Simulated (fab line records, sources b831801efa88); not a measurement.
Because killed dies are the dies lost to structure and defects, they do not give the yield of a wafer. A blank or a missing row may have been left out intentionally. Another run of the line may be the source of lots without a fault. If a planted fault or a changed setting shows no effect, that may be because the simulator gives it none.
fab line records | flow gf180mcu
[record] lots = 6 wafers = 18 lastDay = 33
route steps=602 shown POLY_GATE@157
lots that met no fault: from a run of the same line without faults
startH: the number of hours between the record's first day and the start of the first shown wafer of the lot | waitH: how many hours have passed since the lot's step before this one | " same as the row above | L1.1+2: several wafers, shown together as one row | - either no value or no given start | * or withheld: withheld | < > ~ a bound
route shown NAME@n: NAME is a module with steps in the file, n the number in the route of the first one | usual: mean/standard deviation taken from wafers without a fault | same: alike in all rows | chamber/n: place in a boat | sites: each site's reading | _std_site: the values' standard deviation | _edge_site: mean of outer sites minus mean of inner sites | radiusMm: how far each site lies from the wafer's centre | mask NAME#n: copy n | behind: tool/chamber where the wafer was last shaped | hold: the reason the lot was held/the length of the hold in hours/how it ended | device: the transistor (n, p or np) that didn't switch | end of line: the tests these same wafers got at the end of their route | for a step that has no rows: nothing shown but its recipe | killed: dies that structure and defects cost at the first sort, which is not the same as the wafer's yield | map: a wafer's dies, x killed, . not, _ none there
set.NAME: the setting the step ran with; set.NAME@STEP: the setting that earlier step ran with | model.NAME: the simulator's own value behind a step, which no gauge read
lots at selected steps of the route; one table per step, one row per wafer
services: from which hour (startH, from the record's first day; less than 0 if before it) a tool's chamber was out of use, for how many hours, and why
[[steps]]
[step GF_POLY_GATE_CVD_00]
[recipe] material = poly-Si targetThkNm = 200 tempC = 620 timeS = 1200 pressureMtorr = 200
[step GF_POLY_GATE_THK_MEAS_01]
[recipe] reads = poly-Si_of_POLY_GATE_CVD_00
[usual] POLY_GATE_CVD_00_THK = 200.4/1.6
// columns lot.wafer tool chamber startH waitH POLY_GATE_CVD_00_THK[nm]
L902.3 filmMetro-01 - 190.55 0.0 201.0
L902.5 " - " " 200.8
L902.6 " - " " 201.1
L904.1 filmMetro-04 - 204.40 0.0 200.9
L904.3 " - " " 199.3
L904.6 " - " " 199.0
L908.2 filmMetro-01 - 234.32 0.0 201.1
L908.3 " - " " 200.4
L908.4 " - " " 201.6
L909.1 filmMetro-02 - 246.66 0.0 204.2
L909.2 " - " " 203.3
L909.3 " - " " 203.8
L910.1 filmMetro-01 - 256.43 0.0 200.3
L910.3 " - " " 201.3
L910.5 " - " " 199.4
L920.2 filmMetro-01 - 319.90 0.0 198.6
L920.3 " - " " 201.0
L920.6 " - " " 201.0
[step GF_POLY_GATE_DEHYDRATE_02]
[recipe] tempC = 200 timeS = 60
[step GF_POLY_GATE_HMDS_03]
[recipe] primeTimeS = 60 primeTempC = 120
[step GF_POLY_GATE_COAT_04]
[recipe] resist = BARC tempC = withheld timeS = withheld spinRpm = withheld resistThkNm = withheld
[step GF_POLY_GATE_COAT_05]
[recipe] resist = KrF spinRpm = withheld resistThkNm = 700
[step GF_POLY_GATE_SOFTBAKE_06]
[recipe] tempC = 130 timeS = 60 resist = KrF
[step GF_POLY_GATE_EXPOSE_07]
[recipe] maskId = Poly2 targetCdNm = 280 na = 0.68 sourceShape = conventional sigmaOuter = 0.6 doseMj = 28
[step GF_POLY_GATE_PEB_08]
[recipe] pebTempC = 135 pebTimeS = 90 resist = KrF
[step GF_POLY_GATE_DEVELOP_09]
[recipe] developTimeS = 60 resist = KrF devTempC = 21
[step GF_POLY_GATE_CD_MEAS_10]
[recipe] targetCdNm = 280
[usual] cdNm = 279.9/1.3
// columns lot.wafer tool chamber startH waitH cdNm
L902.3 cdSem-02 - 207.75 0.1 280.3
L902.5 " - " " 278.1
L902.6 " - " " 279.0
L904.1 cdSem-02 - 221.89 0.1 279.3
L904.3 " - " " 278.2
L904.6 " - " " 279.8
L908.2 cdSem-01 - 252.87 0.1 280.4
L908.3 " - " " 281.9
L908.4 " - " " 280.6
L909.1 cdSem-01 - 266.35 0.1 280.2
L909.2 " - " " 279.4
L909.3 " - " " 280.5
L910.1 cdSem-01 - 275.90 0.1 279.6
L910.3 " - " " 280.9
L910.5 " - " " 279.1
L920.2 cdSem-02 - 341.48 0.1 279.0
L920.3 " - " " 280.2
L920.6 " - " " 278.7
[step GF_POLY_GATE_OVL_MEAS_11]
[usual] POLY_GATE_OVL = -1/5.5
// columns lot.wafer tool chamber startH waitH POLY_GATE_OVL[nm]
L902.3 overlay-01 - 207.84 0.1 4
L902.5 " - " " -4
L902.6 " - " " -9
L904.1 overlay-02 - 222.01 0.1 -12
L904.3 " - " " -7
L904.6 " - " " -6
L908.2 overlay-01 - 252.98 0.1 0
L908.3 " - " " 6
L908.4 " - " " 4
L909.1 overlay-02 - 266.47 0.1 -3
L909.2 " - " " -1
L909.3 " - " " 0
L910.1 overlay-01 - 276.02 0.1 13
L910.3 " - " " 4
L910.5 " - " " 4
L920.2 overlay-02 - 341.59 0.1 3
L920.3 " - " " 0
L920.6 " - " " -8
[step GF_POLY_GATE_ETCH_12]
[recipe] chemistry = N2/H2 targetDepthA = withheld overetchA = withheld timeS = withheld target = BARC ionEnergyEv = 200 sourceW = 481 biasW = 100 pressureMtorr = 30 n2FlowSccm = 100 h2FlowSccm = 200
[usual] biasW = 100.0/0.31 chamberPressureMTorr = 29.997/0.027 drypumpMotorCurrentA = 5.7/0.44 oesProductAu = 0.736/0.0044 rfFwdPowerW = 476.5/1.6 throttleValvePct = 13.214/0.0096
// columns lot.wafer tool chamber startH waitH biasW chamberPressureMTorr drypumpMotorCurrentA oesProductAu rfFwdPowerW throttleValvePct
L902.3 rieDiel-03 2 207.87 0.0 100.0 30.035 5.3 0.732 479.6 13.220
L902.5 " 1 " " 100.2 29.969 5.1 0.743 477.2 13.211
L902.6 " 0 " " 100.2 29.999 5.3 0.733 476.4 13.231
L904.1 rieDiel-03 2 222.05 0.0 100.5 29.950 5.3 0.742 478.2 13.216
L904.3 " 1 " " 99.9 29.989 5.1 0.733 475.4 13.203
L904.6 " 0 " " 99.9 30.012 5.3 0.739 477.3 13.206
L908.2 rieDiel-03 2 253.01 0.0 - - - - - -
L908.3 " 3 " " - - - - - -
L908.4 " 0 " " - - - - - -
L909.1 rieDiel-03 3 266.51 0.0 - - - - - -
L909.2 " 0 " " - - - - - -
L909.3 " 1 " " - - - - - -
L910.1 rieDiel-04 3 276.06 0.0 99.9 30.036 5.5 0.741 478.8 13.234
L910.3 " 1 " " 99.3 29.983 5.6 0.735 475.2 13.205
L910.5 " 3 " " 100.3 30.021 5.5 0.736 475.8 13.203
L920.2 rieDiel-03 0 341.62 0.0 100.2 29.982 5.3 0.728 478.1 13.192
L920.3 " 1 " " 100.1 30.020 5.1 0.739 477.2 13.217
L920.6 " 2 " " 99.6 30.034 5.3 0.735 477.5 13.227
[step GF_POLY_GATE_ETCH_13]
[recipe] target = poly-Si targetDepthNm = 198.5 stopOn = SiO2 overEtchFrac = 0.403 chemistry = HBr/Cl2 icpW = 400 biasW = 100 pressureMtorr = 10 HBr_flow_sccm = 150 Cl2_flow_sccm = 50 timeS = 69.6
[usual] HBr_flow_sccm = 150.0/0.39 biasW = 100.0/0.31 drypumpMotorCurrentA = 5.9/0.54 oesProductAu = 0.991/0.0086 rfFwdPowerW = 397.1/1.4 throttleValvePct = 33.686/0.009
// columns lot.wafer tool chamber startH waitH HBr_flow_sccm biasW drypumpMotorCurrentA oesProductAu rfFwdPowerW rfHoursCounterH throttleValvePct
L902.3 rieSi-02 0 207.92 - 149.9 100.2 5.5 0.998 398.1 70 33.702
L902.5 " 2 " " 150.3 100.1 6.3 0.992 394.8 - 33.677
L902.6 " 1 " " 150.3 100.0 6.7 0.987 398.7 - 33.685
L904.1 rieSi-01 3 222.10 - 150.0 99.9 6.1 0.998 397.1 83 33.685
L904.3 " 1 " " 149.9 100.1 5.3 0.993 398.0 78 33.672
L904.6 " 1 " " 150.0 100.2 5.3 0.995 398.2 - 33.694
L908.2 rieSi-01 2 253.06 - 150.4 100.0 6.0 0.273 397.0 11 33.696
L908.3 " 0 " " 149.9 100.0 5.6 0.278 397.1 103 33.675
L908.4 " 3 " " 150.0 100.3 6.0 0.275 397.5 83 33.685
L909.1 rieSi-02 3 266.56 - 150.1 99.6 5.1 0.274 395.6 2 33.676
L909.2 " 0 " " 150.6 99.8 5.5 0.275 395.8 71 33.680
L909.3 " 2 " " 150.9 100.6 6.3 0.272 394.5 0 33.693
L910.1 rieSi-01 0 276.11 - 150.2 99.6 5.6 0.978 396.8 104 33.692
L910.3 " 3 " " 150.4 100.5 6.1 1.007 395.4 83 33.673
L910.5 " 0 " " 150.4 99.9 5.6 0.991 398.9 - 33.672
L920.2 rieSi-02 2 341.67 - 149.8 99.8 6.3 0.990 397.0 1 33.688
L920.3 " 1 " " 150.0 100.1 6.6 0.989 396.2 12 33.684
L920.6 " 2 " " 149.6 99.7 6.3 0.984 396.5 - 33.698
[step GF_POLY_GATE_STRIP_14]
[recipe] chemistry = O2/N2 powerW = 1400 pressureMtorr = 1500 platenTempC = 250 o2FlowSccm = 3000 n2FlowSccm = 300 overashFraction = 0.5
[usual] drypumpMotorCurrentA = 5.6/0.31 heaterPowerW = 335/33 oesProductAu = 0.506/0.0048
// columns lot.wafer tool chamber startH waitH drypumpMotorCurrentA heaterPowerW oesProductAu rfHoursCounterH
L902.3 plasmaAsher-01 1 208.01 0.1 5.4 366 0.511 -
L902.5 " 0 " " 6.0 289 0.505 -
L902.6 " 1 " " 5.3 377 0.495 -
L904.1 plasmaAsher-04 0 222.15 0.0 5.9 294 0.501 10
L904.3 " 1 " " 5.8 366 0.505 -
L904.6 " 0 " " 5.9 292 0.512 -
L908.2 plasmaAsher-03 0 253.11 0.0 5.3 352 0.528 60
L908.3 " 0 " " 5.3 353 0.524 -
L908.4 " 1 " " 5.3 341 0.534 -
L909.1 plasmaAsher-03 0 266.61 0.0 5.3 346 0.535 61
L909.2 " 1 " " 5.4 338 0.531 61
L909.3 " 1 " " 5.4 336 0.524 -
L910.1 plasmaAsher-04 1 276.16 0.0 5.9 361 0.498 15
L910.3 " 1 " " 5.9 372 0.510 -
L910.5 " 1 " " 5.9 365 0.505 -
L920.2 plasmaAsher-03 1 341.72 0.0 5.3 334 0.507 69
L920.3 " 0 " " 5.3 342 0.514 -
L920.6 " 1 " " 5.3 332 0.505 -
[step GF_POLY_GATE_CLEAN_15]
[recipe] chemistry = SC1/SC2 mix = 1:4:20 tempC = 70 timeS = 150 dry = n2Spin
[step GF_POLY_GATE_OXIDATION_16]
[recipe] tempC = 850 ambient = O2 stabiliseS = 600 purgeS = 300 targetThkA = 40 oxTimeS = 899
[step GF_POLY_GATE_CD_MEAS_18]
[usual] cdNm = 279.8/2
// columns lot.wafer tool chamber startH waitH cdNm
L902.3 cdSem-01 - 209.49 0.1 281.2
L902.5 " - " " 277.9
L902.6 " - " " 277.2
L904.1 cdSem-01 - 224.07 0.1 278.7
L904.3 " - " " 278.2
L904.6 " - " " 279.3
L908.2 cdSem-01 - 254.60 0.1 -
L908.3 " - " " -
L908.4 " - " " -
L909.1 cdSem-01 - 268.08 0.1 -
L909.2 " - " " -
L909.3 " - " " -
L910.1 cdSem-01 - 279.08 0.1 281.9
L910.3 " - " " 283.2
L910.5 " - " " 283.5
L920.2 cdSem-02 - 348.90 0.1 279.7
L920.3 " - " " 280.0
L920.6 " - " " 280.8
[[services]]
// columns tool chamber startH hours kind
rieDiel-04 2 188.22 6.1 repair
rieSi-02 2 211.98 - clean
rieSi-02 2 211.98 18.7 scheduledDown
rieSi-02 2 211.98 18.7 ventCycle
rieDiel-04 2 214.12 15.9 repair
plasmaAsher-01 - 220.52 2.8 pm
rieDiel-03 0 228.97 11.9 repair
plasmaAsher-04 - 236.69 1.8 repair
rieSi-02 1 260.33 7.7 repair
plasmaAsher-03 - 275.31 2.8 pm
plasmaAsher-01 - 276.55 0.3 repair
rieSi-01 - 284.07 0.2 repair
rieDiel-03 0 285.49 2.6 repair
rieDiel-03 1 290.07 21.7 repair
rieSi-01 0 291.53 42.0 repair
plasmaAsher-04 - 307.83 23.5 repair
rieDiel-04 0 309.95 8.4 repair
rieSi-02 1 315.65 1.3 repair
rieSi-01 0 333.55 - clean
rieSi-01 0 333.55 16.2 scheduledDown
rieSi-01 0 333.55 16.2 ventCycle
[[key]]
[firstSign] step = GF_POLY_GATE_ETCH_12 reading = toolRecord direction = missing
[effect] step = GF_POLY_GATE_ETCH_13 reading = oesProductAu direction = down sigmas = 83 usual = 0.991 struck = 0.275
[effect] step = GF_POLY_GATE_STRIP_14 reading = oesProductAu direction = up sigmas = 4.8 usual = 0.506 struck = 0.529
[effect] step = GF_POLY_GATE_CD_MEAS_18 reading = cdNm direction = missing
metAt GF_POLY_GATE_ETCH_12
struckWafers L908.2,L908.3,L908.4,L909.1,L909.2,L909.3
laterRowsLeftOut L908.2,L908.3,L908.4,L909.1,L909.2,L909.3
sortLeftOut L908.2,L908.3,L908.4,L909.1,L909.2,L909.3
testerLeftOut L908,L909
onsetBetween 222.05 253.01
[fault] kind = skippedStepWhole tool = rieDiel-03 chamber = - onsetH = 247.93 steps = GF_POLY_GATE_ETCH_12 scope = struckLotsOnly
// testerLeftOut: of these lots the tester's yield and bins aren't shown, on N5 and GAA mostly nor the transistor test; their killed dies are dies lost to structure and defects alone, not to doping, threshold or leakage, so they don't give the yield
// sortLeftOut: the simulated sort isn't trusted on such a fault, so these wafers' sort isn't shown, and their yield isn't known
// laterRowsLeftOut: the simulator's readings of these wafers behind a module that went badly wrong aren't trusted and aren't shown, but for the sort
